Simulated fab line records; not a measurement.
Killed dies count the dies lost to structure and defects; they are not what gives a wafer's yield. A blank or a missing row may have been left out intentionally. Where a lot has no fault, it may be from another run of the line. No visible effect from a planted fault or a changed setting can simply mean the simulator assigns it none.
Which tool did it? || flow sky130 || 11 lots, 33 wafers sampled, at 6 steps of a route of 708

## WHAT EACH GAUGE READ, for each wafer
SKY_NWELL_TW_MEAS_26. Usual: NWELL_2_TW typically reads 497, with standard deviation 4.1.
{"lot": "L659", "measured": "day 5 14:43", "on": "film-metro-02", "NWELL_2_TW": "495 493 497", "flag": ""}
{"lot": "L661", "measured": "day 6 05:37", "on": "film-metro-02", "NWELL_2_TW": "492 490 492", "flag": ""}
{"lot": "L671", "measured": "day 8 16:13", "on": "film-metro-01", "NWELL_2_TW": "501 498 501", "flag": ""}
{"lot": "L672", "measured": "day 9 00:32", "on": "film-metro-01", "NWELL_2_TW": "500 501 501", "flag": ""}
{"lot": "L673", "measured": "day 9 14:35", "on": "film-metro-03", "NWELL_2_TW": "495 495 496", "flag": ""}
{"lot": "L675", "measured": "day 9 17:01", "on": "film-metro-01", "NWELL_2_TW": "504 502 504", "flag": ""}
{"lot": "L676", "measured": "day 10 00:19", "on": "film-metro-02", "NWELL_2_TW": "491 491 493", "flag": ""}
{"lot": "L677", "measured": "day 10 04:51", "on": "film-metro-03", "NWELL_2_TW": "496 499 501", "flag": ""}
{"lot": "L678", "measured": "day 10 12:36", "on": "film-metro-01", "NWELL_2_TW": "500 501 500", "flag": ""}
{"lot": "L680", "measured": "day 10 19:07", "on": "film-metro-01", "NWELL_2_TW": "499 498 499", "flag": ""}
{"lot": "L681", "measured": "day 11 03:46", "on": "film-metro-01", "NWELL_2_TW": "498 496 500", "flag": ""}

SKY_GATE_OXIDE_OVL_MEAS_10. Usual: GATE_OXIDE_OVL typically reads 1.0 nm, with standard deviation 1.5.
{"lot": "L659", "measured": "day 14 02:37", "on": "overlay-02", "GATE_OXIDE_OVL (nm)": "-0.7 -0.1 -0.1", "flag": ""}
{"lot": "L661", "measured": "day 15 01:47", "on": "overlay-01", "GATE_OXIDE_OVL (nm)": "- - -", "flag": "OFF"}
{"lot": "L671", "measured": "day 18 11:55", "on": "overlay-01", "GATE_OXIDE_OVL (nm)": "-0.7 -0.8 0.3", "flag": ""}
{"lot": "L672", "measured": "day 18 22:46", "on": "overlay-02", "GATE_OXIDE_OVL (nm)": "1.9 1.4 0.6", "flag": ""}
{"lot": "L673", "measured": "day 19 17:29", "on": "overlay-02", "GATE_OXIDE_OVL (nm)": "2.6 1.0 1.9", "flag": ""}
{"lot": "L675", "measured": "day 19 23:25", "on": "overlay-02", "GATE_OXIDE_OVL (nm)": "-1.1 0.0 1.3", "flag": ""}
{"lot": "L676", "measured": "day 20 07:56", "on": "overlay-02", "GATE_OXIDE_OVL (nm)": "3.2 3.0 2.6", "flag": ""}
{"lot": "L677", "measured": "day 20 15:04", "on": "overlay-02", "GATE_OXIDE_OVL (nm)": "1.6 2.0 0.9", "flag": ""}
{"lot": "L678", "measured": "day 20 23:19", "on": "overlay-02", "GATE_OXIDE_OVL (nm)": "2.4 1.6 0.9", "flag": ""}
{"lot": "L680", "measured": "day 21 06:26", "on": "overlay-02", "GATE_OXIDE_OVL (nm)": "2.4 3.2 2.5", "flag": ""}
{"lot": "L681", "measured": "day 21 23:28", "on": "overlay-02", "GATE_OXIDE_OVL (nm)": "2.0 2.6 1.0", "flag": ""}

SKY_GATE_OXIDE_TW_MEAS_14. Usual: GATE_OXIDE_TW typically reads 224.3, with standard deviation 1.9.
{"lot": "L659", "measured": "day 14 03:01", "on": "film-metro-01", "GATE_OXIDE_TW": "227.0 226.4 226.3", "flag": ""}
{"lot": "L661", "measured": "day 15 02:10", "on": "film-metro-01", "GATE_OXIDE_TW": "30.1 30.3 30.4 30.3 30.5 30.2", "flag": "OFF"}
{"lot": "L671", "measured": "day 18 12:19", "on": "film-metro-02", "GATE_OXIDE_TW": "221.5 221.0 221.1", "flag": ""}
{"lot": "L672", "measured": "day 18 23:10", "on": "film-metro-03", "GATE_OXIDE_TW": "225.7 223.2 224.5", "flag": ""}
{"lot": "L673", "measured": "day 19 17:53", "on": "film-metro-01", "GATE_OXIDE_TW": "225.0 225.4 224.8", "flag": ""}
{"lot": "L675", "measured": "day 19 23:49", "on": "film-metro-03", "GATE_OXIDE_TW": "224.8 225.7 224.1", "flag": ""}
{"lot": "L676", "measured": "day 20 08:20", "on": "film-metro-01", "GATE_OXIDE_TW": "224.8 224.7 226.0", "flag": ""}
{"lot": "L677", "measured": "day 20 15:27", "on": "film-metro-01", "GATE_OXIDE_TW": "225.4 225.2 225.5", "flag": ""}
{"lot": "L678", "measured": "day 20 23:42", "on": "film-metro-03", "GATE_OXIDE_TW": "224.1 224.4 224.5", "flag": ""}
{"lot": "L680", "measured": "day 21 06:50", "on": "film-metro-01", "GATE_OXIDE_TW": "227.1 226.6 226.8", "flag": ""}
{"lot": "L681", "measured": "day 21 23:52", "on": "film-metro-01", "GATE_OXIDE_TW": "226.0 225.8 225.5", "flag": ""}

SKY_LDD_HVP_TW_MEAS_10. Usual: LDD_HVP_TW typically reads 451, with standard deviation 3.7.
{"lot": "L659", "measured": "day 22 05:03", "on": "film-metro-01", "LDD_HVP_TW": "458 457 458", "flag": ""}
{"lot": "L671", "measured": "day 26 12:18", "on": "film-metro-02", "LDD_HVP_TW": "453 452 453", "flag": ""}
{"lot": "L672", "measured": "day 27 01:32", "on": "film-metro-01", "LDD_HVP_TW": "455 458 456", "flag": ""}
{"lot": "L673", "measured": "day 27 17:44", "on": "film-metro-02", "LDD_HVP_TW": "448 446 449", "flag": ""}
{"lot": "L675", "measured": "day 27 20:11", "on": "film-metro-02", "LDD_HVP_TW": "449 448 451", "flag": ""}
{"lot": "L676", "measured": "day 28 05:25", "on": "film-metro-02", "LDD_HVP_TW": "447 448 448", "flag": ""}
{"lot": "L677", "measured": "day 28 14:43", "on": "film-metro-02", "LDD_HVP_TW": "447 448 450", "flag": ""}
{"lot": "L678", "measured": "day 28 21:39", "on": "film-metro-02", "LDD_HVP_TW": "448 447 449", "flag": ""}
{"lot": "L680", "measured": "day 29 02:01", "on": "film-metro-02", "LDD_HVP_TW": "450 447 445", "flag": ""}
{"lot": "L681", "measured": "day 29 19:17", "on": "film-metro-04", "LDD_HVP_TW": "452 456 455", "flag": ""}

## WHAT TOOL EACH LOT RAN ON (gives the tool, then ch and the chambers of the sampled wafers, and finally the start)
{"lot": "L659", "SKY_DNWELL_STRIP_08": "plasma-asher-01 ch 0,1, day 3 11:28", "SKY_GATE_OXIDE_EXPOSE_07": "iline-stepper-01 ch 0, day 13 13:51"}
{"lot": "L661", "SKY_DNWELL_STRIP_08": "plasma-asher-04 ch 0,1, day 4 00:53", "SKY_GATE_OXIDE_EXPOSE_07": "iline-stepper-01 ch 0, day 14 13:22"}
{"lot": "L671", "SKY_DNWELL_STRIP_08": "plasma-asher-01 ch 0,1, day 6 03:37", "SKY_GATE_OXIDE_EXPOSE_07": "iline-stepper-01 ch 0, day 17 21:22"}
{"lot": "L672", "SKY_DNWELL_STRIP_08": "plasma-asher-04 ch 0, day 6 12:07", "SKY_GATE_OXIDE_EXPOSE_07": "iline-stepper-01 ch 0, day 18 08:11"}
{"lot": "L673", "SKY_DNWELL_STRIP_08": "plasma-asher-04 ch 0,1, day 6 23:43", "SKY_GATE_OXIDE_EXPOSE_07": "iline-stepper-02 ch 0, day 19 02:20"}
{"lot": "L675", "SKY_DNWELL_STRIP_08": "plasma-asher-01 ch 0,1, day 7 02:51", "SKY_GATE_OXIDE_EXPOSE_07": "iline-stepper-01 ch 0, day 19 07:28"}
{"lot": "L676", "SKY_DNWELL_STRIP_08": "plasma-asher-04 ch 0,1, day 7 08:59", "SKY_GATE_OXIDE_EXPOSE_07": "iline-stepper-02 ch 0, day 19 16:12"}
{"lot": "L677", "SKY_DNWELL_STRIP_08": "plasma-asher-04 ch 0,1, day 7 12:52", "SKY_GATE_OXIDE_EXPOSE_07": "iline-stepper-02 ch 0, day 20 00:13"}
{"lot": "L678", "SKY_DNWELL_STRIP_08": "plasma-asher-03 ch 0,1, day 7 19:20", "SKY_GATE_OXIDE_EXPOSE_07": "iline-stepper-02 ch 0, day 20 08:36"}
{"lot": "L680", "SKY_DNWELL_STRIP_08": "plasma-asher-04 ch 0,1, day 8 02:40", "SKY_GATE_OXIDE_EXPOSE_07": "iline-stepper-02 ch 0, day 20 15:10"}
{"lot": "L681", "SKY_DNWELL_STRIP_08": "plasma-asher-01 ch 0,1, day 8 08:43", "SKY_GATE_OXIDE_EXPOSE_07": "iline-stepper-02 ch 0, day 21 08:20"}
- SKY_DNWELL_STRIP_08: strips in O2/N2.
- SKY_GATE_OXIDE_EXPOSE_07: exposes mask LVOM, target cd 600 nm.

## AS READ BY THE TOOLS THEMSELVES (means over the sampled wafers that have a number; for cases with no such wafer, the mark the record gives instead)
SKY_DNWELL_STRIP_08. Usual: drypump-motor-current-A 5.62 A, standard deviation 0.2; oes-product-au 0.722 a.u., standard deviation 0.0044; strip-time-to-endpoint-s 36.97 s, standard deviation 0.12.
{"lot": "L659", "tool": "plasma-asher-01", "drypump-motor-current-A (A)": 5.50, "oes-product-au (a.u.)": 0.722, "strip-time-to-endpoint-s (s)": 36.97, "flag": ""}
{"lot": "L661", "tool": "plasma-asher-04", "drypump-motor-current-A (A)": 5.76, "oes-product-au (a.u.)": 0.719, "strip-time-to-endpoint-s (s)": 36.94, "flag": ""}
{"lot": "L671", "tool": "plasma-asher-01", "drypump-motor-current-A (A)": 5.49, "oes-product-au (a.u.)": 0.723, "strip-time-to-endpoint-s (s)": 36.87, "flag": ""}
{"lot": "L672", "tool": "plasma-asher-04", "drypump-motor-current-A (A)": 5.66, "oes-product-au (a.u.)": 0.722, "strip-time-to-endpoint-s (s)": 37.01, "flag": ""}
{"lot": "L673", "tool": "plasma-asher-04", "drypump-motor-current-A (A)": 5.75, "oes-product-au (a.u.)": 0.723, "strip-time-to-endpoint-s (s)": 37.14, "flag": ""}
{"lot": "L675", "tool": "plasma-asher-01", "drypump-motor-current-A (A)": 5.50, "oes-product-au (a.u.)": 0.718, "strip-time-to-endpoint-s (s)": 36.95, "flag": ""}
{"lot": "L676", "tool": "plasma-asher-04", "drypump-motor-current-A (A)": 5.86, "oes-product-au (a.u.)": 0.722, "strip-time-to-endpoint-s (s)": 36.95, "flag": ""}
{"lot": "L677", "tool": "plasma-asher-04", "drypump-motor-current-A (A)": 5.84, "oes-product-au (a.u.)": 0.719, "strip-time-to-endpoint-s (s)": 36.97, "flag": ""}
{"lot": "L678", "tool": "plasma-asher-03", "drypump-motor-current-A (A)": 5.43, "oes-product-au (a.u.)": 0.721, "strip-time-to-endpoint-s (s)": 36.84, "flag": ""}
{"lot": "L680", "tool": "plasma-asher-04", "drypump-motor-current-A (A)": 5.75, "oes-product-au (a.u.)": 0.724, "strip-time-to-endpoint-s (s)": 36.87, "flag": ""}
{"lot": "L681", "tool": "plasma-asher-01", "drypump-motor-current-A (A)": 5.54, "oes-product-au (a.u.)": 0.722, "strip-time-to-endpoint-s (s)": 36.80, "flag": ""}

## THE ANSWER, worked out from the rows above alone
Rule: a lot counts as off when the mean over its wafers that have a number is more than 3 standard deviations away from the usual mean. Also off: a lot with no number at a reading for which 4 or more lots have one. Any other lot the step has rows for is counted as sound. First the gauges in route order, then the tools' own readings, where a lot's mean is used as printed above. The first step at which some lot is off is used, and at that step the reading that is off furthest; a lot without a number counts as furthest.
Off: L661, at SKY_GATE_OXIDE_OVL_MEAS_10 (GATE_OXIDE_OVL). Without a number there: L661.
If a tool, at a process step before that reading, ran all the lots that are off and no sound lot after the first of them, it fits. Not tried: the gauges at SKY_GATE_OXIDE_OVL_MEAS_10; whatever is off there is also off at SKY_GATE_OXIDE_TW_MEAS_14, on other tools, and gauge error can't account for it. Not one of the candidates tried fits.

## WHAT WAS PUT IN BY THE SIMULATOR
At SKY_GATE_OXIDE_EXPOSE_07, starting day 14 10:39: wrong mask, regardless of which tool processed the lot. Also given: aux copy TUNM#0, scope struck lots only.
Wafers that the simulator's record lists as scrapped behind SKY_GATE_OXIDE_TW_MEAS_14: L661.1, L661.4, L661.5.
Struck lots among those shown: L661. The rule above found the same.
